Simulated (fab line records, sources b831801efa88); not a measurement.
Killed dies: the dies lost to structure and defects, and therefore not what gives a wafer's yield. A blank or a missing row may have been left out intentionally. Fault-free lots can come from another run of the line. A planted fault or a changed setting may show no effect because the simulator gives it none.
fab line records	flow sfq-line
[record] lots = 13	wafers = 39	last-day = 92
route steps=325 shown I5@236 I6@277 M7@283 I7@297
lots that met no fault: taken from a fault-free run of the same line
start-h: hours from the record's opening day to when the first of the lot's shown wafers began	wait-h: hours since the lot's step before	" unchanged from the row above	L1.1+2: one row covering several wafers at once	- either no value or no given start	* or withheld: withheld	< > ~ a bound
route shown NAME@n: a module of which the file shows steps, and the number in the route of the first	usual: the fault-free wafers' mean and standard deviation	same: alike in all rows	chamber/n: place in a boat	sites: readings site by site	_std_site: the standard deviation of these	_edge_site: the outer-site mean with the inner-site mean subtracted	radius-mm: for every site, how far away it sits from the centre of the wafer	mask NAME#n: copy n	behind: tool/chamber where the wafer was last shaped	hold: the reason the lot was held/the length of the hold in hours/how it ended	device: the n, p or np transistor that did not switch	end of line: at the end of the route, the tests of the same wafers	a step given without rows: its recipe and nothing more	killed: at the first sort, the dies lost to defects and structure; wafer yield is something else	map: a wafer's dies, marking killed ones x, the rest . and places with no die _
set.NAME: the setting that was run; set.NAME@STEP: the one run at that earlier step	model.NAME: the simulator's own value behind a step, which no gauge read
one table for each step of the route and one row for each wafer, over a sample of lots
services: the hour from which a tool's chamber was out of use, counted from the record's first day as start-h (under 0 if before that day), plus the number of hours and why
[[steps]]
[step SFQ_TRILAYER_I5_BARC_OPEN_VIA_ETCH_200]
[recipe] mask-material = PR	chemistry = O2	target-depth-nm = 125	target = BARC	source-w = 500	bias-w = 80	pressure-mtorr = 30	time-s = 41.7
[usual] bias-w = 79.99/0.22	drypump-motor-current-A = 5.9/0.48	oes-product-au = 0.685/0.0045
lot.wafer	tool	chamber	start-h	wait-h	bias-w	drypump-motor-current-A	oes-product-au	rf-hours-counter-h
L117.3	rie-diel-01	2	1646.64	0.0	79.79	5.9	0.684	2
L117.5	"	1	"	"	80.21	6.7	0.688	-
L117.6	"	2	"	"	79.67	5.9	0.676	-
L118.3	rie-diel-01	2	1697.04	0.0	79.76	5.9	0.689	2
L118.4	"	3	"	"	79.94	6.3	0.689	0
L118.5	"	1	"	"	79.89	6.7	0.690	-
L119.1	rie-diel-02	3	1767.88	0.0	79.99	5.2	0.690	3
L119.2	"	2	"	"	79.79	6.0	0.684	0
L119.3	"	1	"	"	79.82	4.8	0.689	13
L120.1	rie-diel-01	2	1769.08	0.0	80.03	5.9	0.686	4
L120.3	"	0	"	"	80.05	5.6	0.683	18
L120.4	"	3	"	"	79.91	6.4	0.690	2
L121.1	rie-diel-03	1	1770.28	0.0	79.85	5.9	0.686	16
L121.4	"	2	"	"	80.18	6.0	0.689	5
L121.6	"	2	"	"	80.27	6.0	0.684	-
L123.2	rie-diel-03	1	1777.16	0.0	80.30	5.9	0.685	16
L123.3	"	2	"	"	79.79	6.0	0.683	5
L123.6	"	3	"	"	80.09	5.6	0.681	-
L125.2	rie-diel-03	0	1780.76	0.0	80.01	6.2	0.688	4
L125.4	"	3	"	"	80.06	5.5	0.691	18
L125.6	"	0	"	"	80.24	6.2	0.687	-
L126.1	rie-diel-02	3	1783.16	0.0	80.29	5.2	0.697	4
L126.2	"	2	"	"	79.70	6.0	0.683	1
L126.5	"	2	"	"	79.63	6.0	0.684	-
L127.1	rie-diel-03	0	1785.56	0.0	79.85	6.2	0.696	4
L127.2	"	3	"	"	79.88	5.6	0.686	18
L127.4	"	0	"	"	79.70	6.1	0.685	-
L128.1	rie-diel-01	1	1787.96	0.0	80.19	6.7	0.684	1
L128.4	"	2	"	"	79.96	5.9	0.688	5
L128.6	"	1	"	"	80.12	6.7	0.677	-
L130.4	rie-diel-01	2	1792.76	0.0	79.88	5.9	0.682	5
L130.5	"	2	"	"	80.45	5.9	0.681	-
L130.6	"	1	"	"	80.06	6.6	0.683	-
L139.1	rie-diel-02	0	2014.80	0.0	79.79	5.6	0.684	1
L139.2	"	3	"	"	79.90	5.2	0.685	5
L139.6	"	2	"	"	79.69	6.0	0.691	-
L140.1	rie-diel-01	0	2017.20	0.0	80.16	5.6	0.689	1
L140.3	"	2	"	"	80.02	5.9	0.684	7
L140.5	"	3	"	"	80.43	6.3	0.686	-
[step SFQ_TRILAYER_I6_VIA_BARC_OPEN_VIA_ETCH_235]
[recipe] mask-material = PR	chemistry = O2	target-depth-nm = 125	target = BARC	source-w = 500	bias-w = 80	pressure-mtorr = 30	time-s = 41.7
[usual] bias-w = 80.03/0.26	drypump-motor-current-A = 5.7/0.41	oes-product-au = 0.685/0.0046
lot.wafer	tool	chamber	start-h	wait-h	bias-w	drypump-motor-current-A	oes-product-au	rf-hours-counter-h
L117.3	rie-diel-04	2	1862.61	0.0	79.67	5.1	0.691	11
L117.5	"	0	"	"	79.92	5.8	0.687	-
L117.6	"	3	"	"	80.28	6.1	0.683	-
L118.3	rie-diel-03	3	1863.93	0.0	80.47	5.6	0.689	19
L118.4	"	2	"	"	80.28	6.0	0.683	6
L118.5	"	1	"	"	80.13	5.9	0.684	-
L119.1	rie-diel-02	2	1970.40	0.0	80.19	6.0	0.689	1
L119.2	"	3	"	"	80.38	5.2	0.685	4
L119.3	"	1	"	"	79.97	4.8	0.685	14
L120.1	rie-diel-03	3	1974.00	0.0	80.18	5.6	0.691	20
L120.3	"	2	"	"	79.97	6.0	0.687	7
L120.4	"	1	"	"	80.04	5.9	0.679	18
L121.1	rie-diel-04	3	1975.20	0.0	79.86	6.1	0.683	11
L121.4	"	2	"	"	79.58	5.1	0.678	11
L121.6	"	3	"	"	80.30	6.1	0.676	-
L123.2	rie-diel-03	3	1977.60	0.0	79.95	5.6	0.690	20
L123.3	"	1	"	"	80.32	5.9	0.693	18
L123.6	"	3	"	"	80.25	5.5	0.684	-
L125.2	rie-diel-02	2	1983.60	0.0	79.98	6.0	0.688	2
L125.4	"	1	"	"	79.90	4.9	0.688	14
L125.6	"	3	"	"	80.13	5.2	0.688	-
L126.1	rie-diel-03	3	1984.80	0.0	80.09	5.5	0.683	20
L126.2	"	1	"	"	80.08	5.9	0.680	18
L126.5	"	0	"	"	80.00	6.2	0.681	-
L127.1	rie-diel-04	2	1986.00	0.0	80.25	5.1	0.692	12
L127.2	"	1	"	"	80.11	6.0	0.688	0
L127.4	"	0	"	"	80.10	5.8	0.689	4
L128.1	rie-diel-04	0	1990.80	0.0	80.21	5.8	0.687	4
L128.4	"	1	"	"	80.26	6.1	0.685	0
L128.6	"	0	"	"	80.27	5.8	0.678	-
L130.4	rie-diel-04	1	1995.60	0.0	79.73	6.0	0.678	1
L130.5	"	0	"	"	79.86	5.8	0.681	-
L130.6	"	3	"	"	79.98	6.1	0.678	-
L139.1	rie-diel-04	2	2111.05	0.0	80.53	5.1	0.678	13
L139.2	"	3	"	"	79.95	6.0	0.686	12
L139.6	"	0	"	"	79.88	5.8	0.683	-
L140.1	rie-diel-02	3	2112.25	0.0	80.02	5.2	0.690	8
L140.3	"	0	"	"	80.06	5.6	0.684	3
L140.5	"	0	"	"	79.91	5.6	0.685	-
[step SFQ_M7_RS_MEAS_943]
[recipe] thk-meas-gauge = four-point-probe	reads = Nb_of_TRILAYER_M7_DEP_SPUTTER_175
[usual] M7_NB_RS = 0.890/0.0082
lot.wafer	tool	chamber	start-h	wait-h	M7_NB_RS[ohm/sq]
L117.3	film-metro-04	-	1863.90	0.1	0.883
L117.5	"	-	"	"	0.893
L117.6	"	-	"	"	0.881
L118.3	film-metro-04	-	1865.04	0.1	0.898
L118.4	"	-	"	"	0.901
L118.5	"	-	"	"	0.895
L119.1	film-metro-02	-	1971.62	0.0	0.885
L119.2	"	-	"	"	0.891
L119.3	"	-	"	"	0.890
L120.1	film-metro-04	-	1975.64	0.0	0.888
L120.3	"	-	"	"	0.891
L120.4	"	-	"	"	0.894
L121.1	film-metro-03	-	1976.24	0.0	0.907
L121.4	"	-	"	"	0.905
L121.6	"	-	"	"	0.896
L123.2	film-metro-02	-	1978.66	0.1	0.883
L123.3	"	-	"	"	0.888
L123.6	"	-	"	"	0.879
L125.2	film-metro-04	-	1985.26	0.1	0.891
L125.4	"	-	"	"	0.893
L125.6	"	-	"	"	0.881
L126.1	film-metro-02	-	1985.84	0.0	0.895
L126.2	"	-	"	"	0.897
L126.5	"	-	"	"	0.899
L127.1	film-metro-04	-	1987.04	0.0	0.891
L127.2	"	-	"	"	0.898
L127.4	"	-	"	"	0.893
L128.1	film-metro-03	-	1991.84	0.0	0.877
L128.4	"	-	"	"	0.884
L128.6	"	-	"	"	0.886
L130.4	film-metro-03	-	1996.70	0.1	0.888
L130.5	"	-	"	"	0.887
L130.6	"	-	"	"	0.885
L139.1	film-metro-02	-	2112.10	0.0	0.883
L139.2	"	-	"	"	0.880
L139.6	"	-	"	"	0.887
L140.1	film-metro-04	-	2113.31	0.0	0.893
L140.3	"	-	"	"	0.895
L140.5	"	-	"	"	0.895
[step SFQ_TRILAYER_I7_CMP_CMP_184]
[recipe] material = SiO2	down-force-psi = 3	platen-rpm = 60	pad-velocity-m-s = 0.94248
[usual] head-pressure-psi = 3.000/0.0068	motor-current-A = 10.6/0.83	time-to-endpoint-s = 211/6.9
lot.wafer	tool	chamber	start-h	wait-h	head-pressure-psi	motor-current-A	time-to-endpoint-s
L117.3	cmp-01	1	1868.75	0.5	3.003	9.1	203
L117.6	"	0	1870.25	2.0	3.010	11.6	210
L117.5	"	1	"	"	3.003	9.1	206
L118.4	cmp-01	1	1871.25	1.3	2.989	8.8	212
L118.3	"	3	1872.25	2.3	2.995	10.5	203
L118.5	"	2	1873.75	3.8	2.997	10.2	215
L119.1	cmp-02	3	1975.26	0.0	3.006	11.4	212
L119.3	"	1	1976.26	1.0	3.004	10.9	216
L119.2	"	2	"	"	3.009	10.1	203
L120.1	cmp-01	3	1979.15	0.0	2.997	10.3	213
L120.4	"	1	1980.15	1.0	3.003	8.7	218
L120.3	"	2	"	"	2.992	11.0	212
L121.1	cmp-02	2	1980.85	0.5	2.992	10.3	205
L121.4	"	3	"	"	2.992	10.9	223
L121.6	"	1	1982.35	2.0	2.997	11.4	216
L123.2	cmp-02	2	1983.35	0.6	2.997	10.0	200
L123.3	"	1	1984.85	2.1	3.013	11.5	211
L123.6	"	3	1985.85	3.1	2.997	11.1	209
L125.4	cmp-02	2	1991.15	0.0	3.004	10.5	207
L125.2	"	0	1992.15	1.0	2.995	10.8	203
L125.6	"	3	1993.65	2.5	3.001	11.0	214
L126.2	cmp-01	0	1993.35	1.0	3.003	11.0	208
L126.1	"	1	"	"	3.005	8.7	204
L126.5	"	3	1994.85	2.5	3.000	10.3	211
L127.4	cmp-02	1	1994.75	0.0	2.997	10.6	203
L127.2	"	2	"	"	2.999	11.0	195
L127.1	"	3	"	"	2.989	11.0	210
L128.1	cmp-01	2	2002.95	0.0	3.001	11.0	219
L128.4	"	3	"	"	3.015	10.6	222
L128.6	"	2	2004.95	2.0	3.000	10.1	223
L130.4	cmp-01	0	2010.15	0.0	3.851	13.6	170
L130.5	"	0	2012.30	2.2	3.856	12.4	171
L130.6	"	1	"	"	3.003	9.1	217
L139.2	cmp-01	0	2185.31	3.5	3.003	11.5	216
L139.1	"	1	"	"	3.004	9.3	214
L139.6	"	3	2186.81	5.0	2.997	10.6	228
L140.3	cmp-02	3	2189.64	5.5	3.005	11.1	222
L140.1	"	1	2190.64	6.5	2.991	11.3	216
L140.5	"	3	2191.64	7.4	3.002	11.3	223
[[services]]
tool	chamber	start-h	hours	kind
rie-diel-01	2	1638.95	6.6	repair
rie-diel-01	0	1639.29	19.2	repair
rie-diel-03	1	1667.41	8.3	repair
rie-diel-03	-	1703.98	0.3	repair
cmp-01	-	1712.45	4.5	repair
rie-diel-03	0	1734.23	4.9	repair
rie-diel-03	-	1747.15	2.5	repair
cmp-01	-	1760.39	0.6	repair
rie-diel-03	1	1782.30	6.6	repair
rie-diel-03	-	1790.84	3.5	repair
rie-diel-03	1	1801.28	9.4	repair
cmp-01	-	1824.80	0.4	repair
rie-diel-03	2	1852.34	8.2	repair
rie-diel-03	-	1884.42	0.5	repair
rie-diel-03	-	1903.67	0.5	repair
cmp-01	-	1920.38	6.7	repair
cmp-01	-	1936.59	3.7	pm
cmp-01	-	1948.17	4.0	pm
rie-diel-03	-	2123.32	2.8	pm
cmp-01	-	2144.10	2.4	repair
rie-diel-03	-	2149.45	0.3	repair
rie-diel-03	1	2152.87	1.6	repair
rie-diel-03	1	2173.43	9.5	repair
cmp-01	-	2176.77	1.0	repair
[[key]]
[first-sign] step = SFQ_TRILAYER_I7_CMP_CMP_184	reading = head-pressure-psi	direction = up	sigmas = 99+	usual = 3.000	struck = 3.853
[effect] step = SFQ_TRILAYER_I7_CMP_CMP_184	reading = time-to-endpoint-s	direction = down	sigmas = 5.9	usual = *	struck = *
met-at SFQ_TRILAYER_I7_CMP_CMP_184
struck-lots L130
struck-wafers L130.4,L130.5
not-acting-at SFQ_TRILAYER_I5_BARC_OPEN_VIA_ETCH_200,SFQ_TRILAYER_I6_VIA_BARC_OPEN_VIA_ETCH_235,SFQ_M7_RS_MEAS_943
[fault] kind = process-parameter-drift	tool = cmp-01	chamber = 0	onset-h = 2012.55	steps = SFQ_TRILAYER_I7_CMP_CMP_184	channel = down-force-psi	offset = 0.85316	shape = step	end-h = 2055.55	acts-in = these-recipes-only	stated = 3
